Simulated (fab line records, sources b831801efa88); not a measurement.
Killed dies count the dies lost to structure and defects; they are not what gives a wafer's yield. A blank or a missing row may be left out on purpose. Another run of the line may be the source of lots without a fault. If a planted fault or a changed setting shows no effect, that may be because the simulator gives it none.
Problem report in the 8D (eight disciplines) form, filled by code	flow gf180mcu	the parts of the form that need people (team, actions taken, sign-off) are left out

== 1. WHAT IS WRONG ==
At GF_M3_SOFTBAKE_10, run_length_s averages 100.37 s over 6 wafers from 2 lots, while fault-free wafers read 89.27 s, standard deviation 0.15. Relative to the usual mean, that is a shift of +74 standard deviations.
The step: time 60 s.
Seen first at day 26 10:46 on litho_track-01, wafer L944.2. The record holds 42 wafers of 14 lots with a number at this step. The rule behind "out" and "out of limits": a value lying over 4 standard deviations away from the usual mean. The rest of the wafers with a number are treated as sound.

== 2. WHAT IT IS AND WHAT IT IS NOT ==
question	is	is not
which readings at this step	run_length_s	-
which lots	L944, L948	L928, L929, L931, L932, L933, L934, L935, L937, L938, L939, L950, L951
which wafers of those lots	all that have a number	-
read on which tools	litho_track-01	litho_track-02, litho_track-03
when	from day 26 10:46	up to then (30 sound wafers); but 6 sound wafers of L950, L951 came after

== 3. WHAT RULES OUT EACH SUSPECT ==
Counting: a tool at any process step up to the reading remains a suspect when it ran all the lots that are out and ran no sound lot after the first of those.
- litho_track-01 at GF_M3_SOFTBAKE_10 (time 60 s): kept. All lots that are out passed through it, beginning with L944 at day 26 10:46, and no sound lot followed; its final sound lot before that point was L939 at day 25 04:59. On those wafers its own readings are out: run_length_s.
After counting, what remains is litho_track-01 at GF_M3_SOFTBAKE_10.

== 4. THE CAUSE (what the simulator had put in) ==
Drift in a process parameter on litho_track-01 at GF_M3_SOFTBAKE_10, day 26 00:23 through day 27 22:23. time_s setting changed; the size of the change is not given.
After counting, this tool was the only one left.

== 5. THE CHAIN OF EFFECTS, in route order ==
One row per reading whose mean, taken over the struck wafers that have a number, lies over 3 standard deviations from the usual. Scope: only readings with a usual standard deviation given in the record; hours: median across lots of the time from each lot's start at the first step in this table that gives one to its start at this step; sigmas: change in usual standard deviations.
hours	step	reading	usual	on struck wafers	change	sigmas
0	GF_M3_SOFTBAKE_10	run_length_s	89.27 s	100.37	+11.10	+74
Process steps it contains:
- GF_M3_SOFTBAKE_10: time 60 s.
Later measuring or inspecting steps at which every struck wafer that the step has a row for has a number for every such reading, and none has moved that far: GF_M3_CD_MEAS_14.

== 6. HOW IT WOULD HAVE BEEN CAUGHT EARLIER ==
In this record no reading fell out of limits until day 26 10:46, 10 hours after the fault had begun at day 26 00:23.
